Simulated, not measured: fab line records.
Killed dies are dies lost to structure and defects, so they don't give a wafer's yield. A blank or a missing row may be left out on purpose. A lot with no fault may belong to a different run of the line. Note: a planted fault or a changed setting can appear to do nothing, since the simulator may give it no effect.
fab line records / flow sky130 / part 2 of 2: steps 29 to 40 of 40
record: lots: 5 wafers: 15 last_day: 49
route steps=708 shown LI_CONTACT@362 LOCAL_INTERCONNECT@387
lots that met no fault: taken from a fault-free run of the same line
start_h: hours from the record's first day to the start of the lot's first wafer shown / wait_h: hours since the lot's step before / " repeats the value in the row above / L1.1+2: several wafers, shown together as one row / - no value, or no start was given / * or withheld: withheld / < > ~ a bound
route shown NAME@n: names a module that has steps shown in the file, with the first one's number in the route / usual: the fault-free wafers' mean and standard deviation / same: alike in all rows / chamber/n: place in a boat / sites: readings site by site / _std_site: how widely they spread, as a standard deviation / _edge_site: the outer-site mean with the inner-site mean subtracted / radius_mm: for every site, how far away it sits from the centre of the wafer / mask NAME#n: copy n / behind: tool/chamber where the wafer was last shaped / hold: the reason the lot was held/the length of the hold in hours/how it ended / device: which transistor (n, p or np) failed to switch / end of line: at the end of the route, the tests of the same wafers / a step without rows: its recipe alone / killed: dies lost to structure and defects at the first sort, not the wafer's yield / map: shows each die of a wafer: x if killed, . if not, _ if none is there
set.NAME: the setting that was run; set.NAME@STEP: the one run at that earlier step / model.NAME: the simulator's own value behind a step, which no gauge read
certain route steps with their lots: each step a table, each wafer a row
services: from which hour (start_h, from the record's first day; less than 0 if before it) a tool's chamber was out of use, for how many hours, and why
== steps ==
step: SKY_LOCAL_INTERCONNECT_DEHYDRATE_03
recipe: temp_c: 200 time_s: 60
same: time_s: 60
lot.wafer=L082.2+3+6 tool=litho_track-02 chamber=0 start_h=752.18 wait_h=13.1
lot.wafer=L086.1+3+6 tool=litho_track-04 chamber=0 start_h=787.17 wait_h=12.7
lot.wafer=L088.2+4+6 tool=litho_track-04 chamber=0 start_h=797.95 wait_h=12.5
lot.wafer=L090.4+5+6 tool=litho_track-02 chamber=0 start_h=821.33 wait_h=13.0
lot.wafer=L094.2+4+6 tool=litho_track-04 chamber=0 start_h=840.35 wait_h=12.7
step: SKY_LOCAL_INTERCONNECT_HMDS_04
recipe: prime_time_s: 60 prime_temp_c: 120
lot.wafer=L082.2+3+6 tool=litho_track-02 chamber=0 start_h=752.33 wait_h=0.1
lot.wafer=L086.1+3+6 tool=litho_track-04 chamber=0 start_h=787.32 wait_h=0.1
lot.wafer=L088.2+4+6 tool=litho_track-04 chamber=0 start_h=798.10 wait_h=0.1
lot.wafer=L090.4+5+6 tool=litho_track-02 chamber=0 start_h=821.48 wait_h=0.1
lot.wafer=L094.2+4+6 tool=litho_track-04 chamber=0 start_h=840.50 wait_h=0.1
step: SKY_LOCAL_INTERCONNECT_COAT_05
recipe: resist: BARC temp_c: withheld time_s: withheld spin_rpm: 3000 resist_thk_nm: 60
lot.wafer=L082.2+3+6 tool=litho_track-02 chamber=0 start_h=752.48 wait_h=0.1
lot.wafer=L086.1+3+6 tool=litho_track-04 chamber=0 start_h=787.47 wait_h=0.1
lot.wafer=L088.2+4+6 tool=litho_track-04 chamber=0 start_h=798.25 wait_h=0.1
lot.wafer=L090.4+5+6 tool=litho_track-02 chamber=0 start_h=821.63 wait_h=0.1
lot.wafer=L094.2+4+6 tool=litho_track-04 chamber=0 start_h=840.65 wait_h=0.1
step: SKY_LOCAL_INTERCONNECT_COAT_06
recipe: resist: KrF-thick spin_rpm: 3000 resist_thk_nm: 450
lot.wafer=L082.2+3+6 tool=litho_track-02 chamber=0 start_h=- wait_h=-
lot.wafer=L086.1+3+6 tool=litho_track-04 chamber=0 start_h=- wait_h=-
lot.wafer=L088.2+4+6 tool=litho_track-04 chamber=0 start_h=- wait_h=-
lot.wafer=L090.4+5+6 tool=litho_track-02 chamber=0 start_h=- wait_h=-
lot.wafer=L094.2+4+6 tool=litho_track-04 chamber=0 start_h=- wait_h=-
step: SKY_LOCAL_INTERCONNECT_SOFTBAKE_07
recipe: temp_c: 100 time_s: 90 resist: KrF-thick
same: time_s: 90
lot.wafer=L082.2+3+6 tool=litho_track-02 chamber=0 start_h=- wait_h=-
lot.wafer=L086.1+3+6 tool=litho_track-04 chamber=0 start_h=- wait_h=-
lot.wafer=L088.2+4+6 tool=litho_track-04 chamber=0 start_h=- wait_h=-
lot.wafer=L090.4+5+6 tool=litho_track-02 chamber=0 start_h=- wait_h=-
lot.wafer=L094.2+4+6 tool=litho_track-04 chamber=0 start_h=- wait_h=-
step: SKY_LOCAL_INTERCONNECT_EXPOSE_08
recipe: mask_id: LI1M na: 0.8 source_shape: annular sigma_inner: 0.55 sigma_outer: 0.85 target_cd_nm: 170 dose_mj: 28
same: sigma_inner: 0.55
lot.wafer=L082.2+3+6 tool=krf_scanner-01 chamber=0 start_h=- wait_h=- mask=LI1M#0
lot.wafer=L086.1+3+6 tool=krf_scanner-02 chamber=0 start_h=- wait_h=- mask=LI1M#0
lot.wafer=L088.2+4+6 tool=krf_scanner-02 chamber=0 start_h=- wait_h=- mask=LI1M#0
lot.wafer=L090.4+5+6 tool=krf_scanner-01 chamber=0 start_h=- wait_h=- mask=LI1M#0
lot.wafer=L094.2+4+6 tool=krf_scanner-01 chamber=0 start_h=- wait_h=- mask=LI1M#0
step: SKY_LOCAL_INTERCONNECT_PEB_09
recipe: peb_temp_c: withheld peb_time_s: withheld resist: KrF-thick
lot.wafer=L082.2+3+6 tool=litho_track-04 chamber=0 start_h=- wait_h=-
lot.wafer=L086.1+3+6 tool=litho_track-04 chamber=0 start_h=- wait_h=-
lot.wafer=L088.2+4+6 tool=litho_track-02 chamber=0 start_h=- wait_h=-
lot.wafer=L090.4+5+6 tool=litho_track-01 chamber=0 start_h=- wait_h=-
lot.wafer=L094.2+4+6 tool=litho_track-01 chamber=0 start_h=- wait_h=-
step: SKY_LOCAL_INTERCONNECT_DEVELOP_10
recipe: develop_time_s: 60 resist: KrF-thick dev_temp_c: 21
lot.wafer=L082.2+3+6 tool=litho_track-04 chamber=0 start_h=- wait_h=-
lot.wafer=L086.1+3+6 tool=litho_track-04 chamber=0 start_h=- wait_h=-
lot.wafer=L088.2+4+6 tool=litho_track-02 chamber=0 start_h=- wait_h=-
lot.wafer=L090.4+5+6 tool=litho_track-01 chamber=0 start_h=- wait_h=-
lot.wafer=L094.2+4+6 tool=litho_track-01 chamber=0 start_h=- wait_h=-
step: SKY_LOCAL_INTERCONNECT_CD_MEAS_11
recipe: target_cd_nm: 170
usual: cd_nm: 169.8/1.7
lot.wafer=L082.2 tool=cd_sem-01 chamber=- start_h=766.24 wait_h=- cd_nm=170.7
lot.wafer=L082.3 tool=cd_sem-01 chamber=- start_h=766.24 wait_h=- cd_nm=170.1
lot.wafer=L082.6 tool=cd_sem-01 chamber=- start_h=766.24 wait_h=- cd_nm=168.2
lot.wafer=L086.1 tool=cd_sem-02 chamber=- start_h=801.12 wait_h=- cd_nm=170.3
lot.wafer=L086.3 tool=cd_sem-02 chamber=- start_h=801.12 wait_h=- cd_nm=170.9
lot.wafer=L086.6 tool=cd_sem-02 chamber=- start_h=801.12 wait_h=- cd_nm=172.2
lot.wafer=L088.2 tool=cd_sem-01 chamber=- start_h=812.43 wait_h=- cd_nm=169.1
lot.wafer=L088.4 tool=cd_sem-01 chamber=- start_h=812.43 wait_h=- cd_nm=168.5
lot.wafer=L088.6 tool=cd_sem-01 chamber=- start_h=812.43 wait_h=- cd_nm=167.7
lot.wafer=L090.4 tool=cd_sem-01 chamber=- start_h=834.82 wait_h=- cd_nm=172.5
lot.wafer=L090.5 tool=cd_sem-01 chamber=- start_h=834.82 wait_h=- cd_nm=171.9
lot.wafer=L090.6 tool=cd_sem-01 chamber=- start_h=834.82 wait_h=- cd_nm=170.6
lot.wafer=L094.2 tool=cd_sem-01 chamber=- start_h=853.83 wait_h=- cd_nm=169.4
lot.wafer=L094.4 tool=cd_sem-01 chamber=- start_h=853.83 wait_h=- cd_nm=170.4
lot.wafer=L094.6 tool=cd_sem-01 chamber=- start_h=853.83 wait_h=- cd_nm=170.9
step: SKY_LOCAL_INTERCONNECT_OVL_MEAS_12
usual: LOCAL_INTERCONNECT_OVL: -3/4.5
lot.wafer=L082.2 tool=overlay-01 chamber=- start_h=766.35 wait_h=0.1 LOCAL_INTERCONNECT_OVL[nm]=-2
lot.wafer=L082.3 tool=overlay-01 chamber=- start_h=766.35 wait_h=0.1 LOCAL_INTERCONNECT_OVL[nm]=-4
lot.wafer=L082.6 tool=overlay-01 chamber=- start_h=766.35 wait_h=0.1 LOCAL_INTERCONNECT_OVL[nm]=-1
lot.wafer=L086.1 tool=overlay-02 chamber=- start_h=801.24 wait_h=0.1 LOCAL_INTERCONNECT_OVL[nm]=-9
lot.wafer=L086.3 tool=overlay-02 chamber=- start_h=801.24 wait_h=0.1 LOCAL_INTERCONNECT_OVL[nm]=-8
lot.wafer=L086.6 tool=overlay-02 chamber=- start_h=801.24 wait_h=0.1 LOCAL_INTERCONNECT_OVL[nm]=1
lot.wafer=L088.2 tool=overlay-02 chamber=- start_h=812.53 wait_h=0.1 LOCAL_INTERCONNECT_OVL[nm]=3
lot.wafer=L088.4 tool=overlay-02 chamber=- start_h=812.53 wait_h=0.1 LOCAL_INTERCONNECT_OVL[nm]=-4
lot.wafer=L088.6 tool=overlay-02 chamber=- start_h=812.53 wait_h=0.1 LOCAL_INTERCONNECT_OVL[nm]=-4
lot.wafer=L090.4 tool=overlay-01 chamber=- start_h=834.89 wait_h=0.1 LOCAL_INTERCONNECT_OVL[nm]=-9
lot.wafer=L090.5 tool=overlay-01 chamber=- start_h=834.89 wait_h=0.1 LOCAL_INTERCONNECT_OVL[nm]=-2
lot.wafer=L090.6 tool=overlay-01 chamber=- start_h=834.89 wait_h=0.1 LOCAL_INTERCONNECT_OVL[nm]=-5
lot.wafer=L094.2 tool=overlay-01 chamber=- start_h=853.93 wait_h=0.1 LOCAL_INTERCONNECT_OVL[nm]=-8
lot.wafer=L094.4 tool=overlay-01 chamber=- start_h=853.93 wait_h=0.1 LOCAL_INTERCONNECT_OVL[nm]=-4
lot.wafer=L094.6 tool=overlay-01 chamber=- start_h=853.93 wait_h=0.1 LOCAL_INTERCONNECT_OVL[nm]=-2
step: SKY_LOCAL_INTERCONNECT_ETCH_13
recipe: chemistry: N2/H2 target: BARC ion_energy_ev: 200 bias_w: 100 pressure_mtorr: 30 n2_flow_sccm: 100 h2_flow_sccm: 200 icp_w: 500 stop_on: SiO2 time_s: 45.9 target_depth_a: 600
usual: drypump_motor_current_A: 5.8/0.42 oes_product_au: 0.855/0.0044 rf_fwd_power_W: 495.6/2 throttle_valve_pct: 13.225/0.0093
same: time_s: 45.9
lot.wafer=L082.2 tool=rie_metal-04 chamber=0 start_h=766.38 wait_h=0.0 drypump_motor_current_A=6.1 oes_product_au=0.851 rf_fwd_power_W=495.7 rf_hours_counter_h=2 throttle_valve_pct=13.223
lot.wafer=L082.3 tool=rie_metal-04 chamber=0 start_h=766.38 wait_h=0.0 drypump_motor_current_A=6.1 oes_product_au=0.851 rf_fwd_power_W=496.4 rf_hours_counter_h=- throttle_valve_pct=13.224
lot.wafer=L082.6 tool=rie_metal-04 chamber=0 start_h=766.38 wait_h=0.0 drypump_motor_current_A=6.1 oes_product_au=0.857 rf_fwd_power_W=494.4 rf_hours_counter_h=- throttle_valve_pct=13.223
lot.wafer=L086.1 tool=rie_metal-01 chamber=0 start_h=801.28 wait_h=0.0 drypump_motor_current_A=5.7 oes_product_au=0.856 rf_fwd_power_W=498.7 rf_hours_counter_h=14 throttle_valve_pct=13.219
lot.wafer=L086.3 tool=rie_metal-01 chamber=0 start_h=801.28 wait_h=0.0 drypump_motor_current_A=5.7 oes_product_au=0.849 rf_fwd_power_W=501.4 rf_hours_counter_h=- throttle_valve_pct=13.216
lot.wafer=L086.6 tool=rie_metal-01 chamber=0 start_h=801.28 wait_h=0.0 drypump_motor_current_A=5.7 oes_product_au=0.853 rf_fwd_power_W=498.8 rf_hours_counter_h=- throttle_valve_pct=13.238
lot.wafer=L088.2 tool=rie_metal-01 chamber=1 start_h=812.56 wait_h=0.0 drypump_motor_current_A=6.1 oes_product_au=0.859 rf_fwd_power_W=492.3 rf_hours_counter_h=5 throttle_valve_pct=13.241
lot.wafer=L088.4 tool=rie_metal-01 chamber=0 start_h=812.56 wait_h=0.0 drypump_motor_current_A=5.7 oes_product_au=0.851 rf_fwd_power_W=496.6 rf_hours_counter_h=- throttle_valve_pct=13.233
lot.wafer=L088.6 tool=rie_metal-01 chamber=0 start_h=812.56 wait_h=0.0 drypump_motor_current_A=5.6 oes_product_au=0.861 rf_fwd_power_W=495.1 rf_hours_counter_h=- throttle_valve_pct=13.204
lot.wafer=L090.4 tool=rie_metal-02 chamber=0 start_h=834.93 wait_h=0.0 drypump_motor_current_A=5.3 oes_product_au=0.857 rf_fwd_power_W=496.3 rf_hours_counter_h=- throttle_valve_pct=13.226
lot.wafer=L090.5 tool=rie_metal-02 chamber=1 start_h=834.93 wait_h=0.0 drypump_motor_current_A=5.1 oes_product_au=0.857 rf_fwd_power_W=494.3 rf_hours_counter_h=- throttle_valve_pct=13.235
lot.wafer=L090.6 tool=rie_metal-02 chamber=0 start_h=834.93 wait_h=0.0 drypump_motor_current_A=5.3 oes_product_au=0.856 rf_fwd_power_W=492.8 rf_hours_counter_h=- throttle_valve_pct=13.217
lot.wafer=L094.2 tool=rie_metal-01 chamber=1 start_h=853.96 wait_h=0.0 drypump_motor_current_A=6.1 oes_product_au=0.860 rf_fwd_power_W=493.5 rf_hours_counter_h=7 throttle_valve_pct=13.226
lot.wafer=L094.4 tool=rie_metal-01 chamber=0 start_h=853.96 wait_h=0.0 drypump_motor_current_A=5.7 oes_product_au=0.860 rf_fwd_power_W=498.1 rf_hours_counter_h=- throttle_valve_pct=13.238
lot.wafer=L094.6 tool=rie_metal-01 chamber=1 start_h=853.96 wait_h=0.0 drypump_motor_current_A=6.1 oes_product_au=0.856 rf_fwd_power_W=493.9 rf_hours_counter_h=- throttle_valve_pct=13.225
step: SKY_LOCAL_INTERCONNECT_METAL_ETCH_14
recipe: target_depth_nm: 110 stop_on: PSG chemistry: Cl2/BCl3 target: TiN resist_sidewall_deg: 88 pressure_mtorr: 10 icp_w: 900 bias_w: 48.5 Cl2_flow_sccm: 60 bcl3_flow_sccm: 30 time_s: 31.4
usual: drypump_motor_current_A: 5.8/0.42 oes_product_au: 0.943/0.007 rf_fwd_power_W: 889/4.4 throttle_valve_pct: 21.899/0.0098
same: time_s: 31.4
lot.wafer=L082.2 tool=rie_metal-04 chamber=0 start_h=766.44 wait_h=0.0 drypump_motor_current_A=6.1 oes_product_au=0.935 rf_fwd_power_W=887 rf_hours_counter_h=2 throttle_valve_pct=21.916
lot.wafer=L082.3 tool=rie_metal-04 chamber=0 start_h=766.44 wait_h=0.0 drypump_motor_current_A=6.1 oes_product_au=0.925 rf_fwd_power_W=889 rf_hours_counter_h=- throttle_valve_pct=21.914
lot.wafer=L082.6 tool=rie_metal-04 chamber=0 start_h=766.44 wait_h=0.0 drypump_motor_current_A=6.1 oes_product_au=0.936 rf_fwd_power_W=888 rf_hours_counter_h=- throttle_valve_pct=21.910
lot.wafer=L086.1 tool=rie_metal-01 chamber=0 start_h=801.34 wait_h=0.0 drypump_motor_current_A=5.7 oes_product_au=0.938 rf_fwd_power_W=889 rf_hours_counter_h=14 throttle_valve_pct=21.904
lot.wafer=L086.3 tool=rie_metal-01 chamber=0 start_h=801.34 wait_h=0.0 drypump_motor_current_A=5.7 oes_product_au=0.931 rf_fwd_power_W=891 rf_hours_counter_h=- throttle_valve_pct=21.910
lot.wafer=L086.6 tool=rie_metal-01 chamber=0 start_h=801.34 wait_h=0.0 drypump_motor_current_A=5.6 oes_product_au=0.950 rf_fwd_power_W=891 rf_hours_counter_h=- throttle_valve_pct=21.905
lot.wafer=L088.2 tool=rie_metal-01 chamber=1 start_h=812.62 wait_h=0.0 drypump_motor_current_A=6.1 oes_product_au=0.929 rf_fwd_power_W=885 rf_hours_counter_h=5 throttle_valve_pct=21.899
lot.wafer=L088.4 tool=rie_metal-01 chamber=0 start_h=812.62 wait_h=0.0 drypump_motor_current_A=5.7 oes_product_au=0.934 rf_fwd_power_W=897 rf_hours_counter_h=- throttle_valve_pct=21.904
lot.wafer=L088.6 tool=rie_metal-01 chamber=0 start_h=812.62 wait_h=0.0 drypump_motor_current_A=5.7 oes_product_au=0.936 rf_fwd_power_W=896 rf_hours_counter_h=- throttle_valve_pct=21.906
lot.wafer=L090.4 tool=rie_metal-02 chamber=0 start_h=834.99 wait_h=0.0 drypump_motor_current_A=5.3 oes_product_au=0.950 rf_fwd_power_W=890 rf_hours_counter_h=- throttle_valve_pct=21.895
lot.wafer=L090.5 tool=rie_metal-02 chamber=1 start_h=834.99 wait_h=0.0 drypump_motor_current_A=5.1 oes_product_au=0.954 rf_fwd_power_W=888 rf_hours_counter_h=- throttle_valve_pct=21.898
lot.wafer=L090.6 tool=rie_metal-02 chamber=0 start_h=834.99 wait_h=0.0 drypump_motor_current_A=5.3 oes_product_au=0.946 rf_fwd_power_W=891 rf_hours_counter_h=- throttle_valve_pct=21.906
lot.wafer=L094.2 tool=rie_metal-01 chamber=1 start_h=854.03 wait_h=0.0 drypump_motor_current_A=6.1 oes_product_au=0.943 rf_fwd_power_W=892 rf_hours_counter_h=7 throttle_valve_pct=21.899
lot.wafer=L094.4 tool=rie_metal-01 chamber=0 start_h=854.03 wait_h=0.0 drypump_motor_current_A=5.7 oes_product_au=0.940 rf_fwd_power_W=898 rf_hours_counter_h=- throttle_valve_pct=21.895
lot.wafer=L094.6 tool=rie_metal-01 chamber=1 start_h=854.03 wait_h=0.0 drypump_motor_current_A=6.1 oes_product_au=0.943 rf_fwd_power_W=888 rf_hours_counter_h=- throttle_valve_pct=21.896
== services ==
tool=cmp-01 chamber=- start_h=688.42 hours=6.8 kind=repair
tool=krf_scanner-02 chamber=- start_h=703.19 hours=1.0 kind=repair
tool=krf_scanner-01 chamber=- start_h=703.56 hours=1.5 kind=repair
tool=krf_scanner-01 chamber=- start_h=708.19 hours=1.6 kind=repair
tool=cmp-01 chamber=- start_h=714.56 hours=2.3 kind=repair
tool=krf_scanner-01 chamber=- start_h=717.89 hours=1.3 kind=pm
tool=krf_scanner-02 chamber=- start_h=724.00 hours=1.0 kind=pm
tool=krf_scanner-01 chamber=- start_h=735.26 hours=0.6 kind=repair
tool=cmp-01 chamber=- start_h=736.12 hours=0.6 kind=repair
tool=krf_scanner-01 chamber=- start_h=740.94 hours=4.4 kind=pm
tool=rie_diel-03 chamber=3 start_h=742.05 hours=2.6 kind=repair
tool=cmp-01 chamber=- start_h=742.25 hours=9.0 kind=pm
tool=krf_scanner-02 chamber=- start_h=745.32 hours=1.3 kind=pm
tool=krf_scanner-01 chamber=- start_h=746.62 hours=0.8 kind=pm
tool=cmp-01 chamber=- start_h=751.22 hours=4.0 kind=pm
tool=krf_scanner-02 chamber=- start_h=755.10 hours=0.7 kind=repair
tool=krf_scanner-02 chamber=- start_h=776.55 hours=0.8 kind=pm
tool=pvd_sputter-01 chamber=- start_h=778.43 hours=4.8 kind=repair
tool=krf_scanner-01 chamber=- start_h=779.19 hours=1.0 kind=pm
tool=rie_diel-03 chamber=2 start_h=823.69 hours=6.2 kind=repair
tool=pvd_sputter-01 chamber=- start_h=830.32 hours=6.7 kind=repair
tool=cmp-01 chamber=- start_h=842.17 hours=4.5 kind=pm
tool=pvd_sputter-01 chamber=- start_h=848.58 hours=1.0 kind=repair
tool=pvd_sputter-01 chamber=- start_h=853.10 hours=0.7 kind=repair
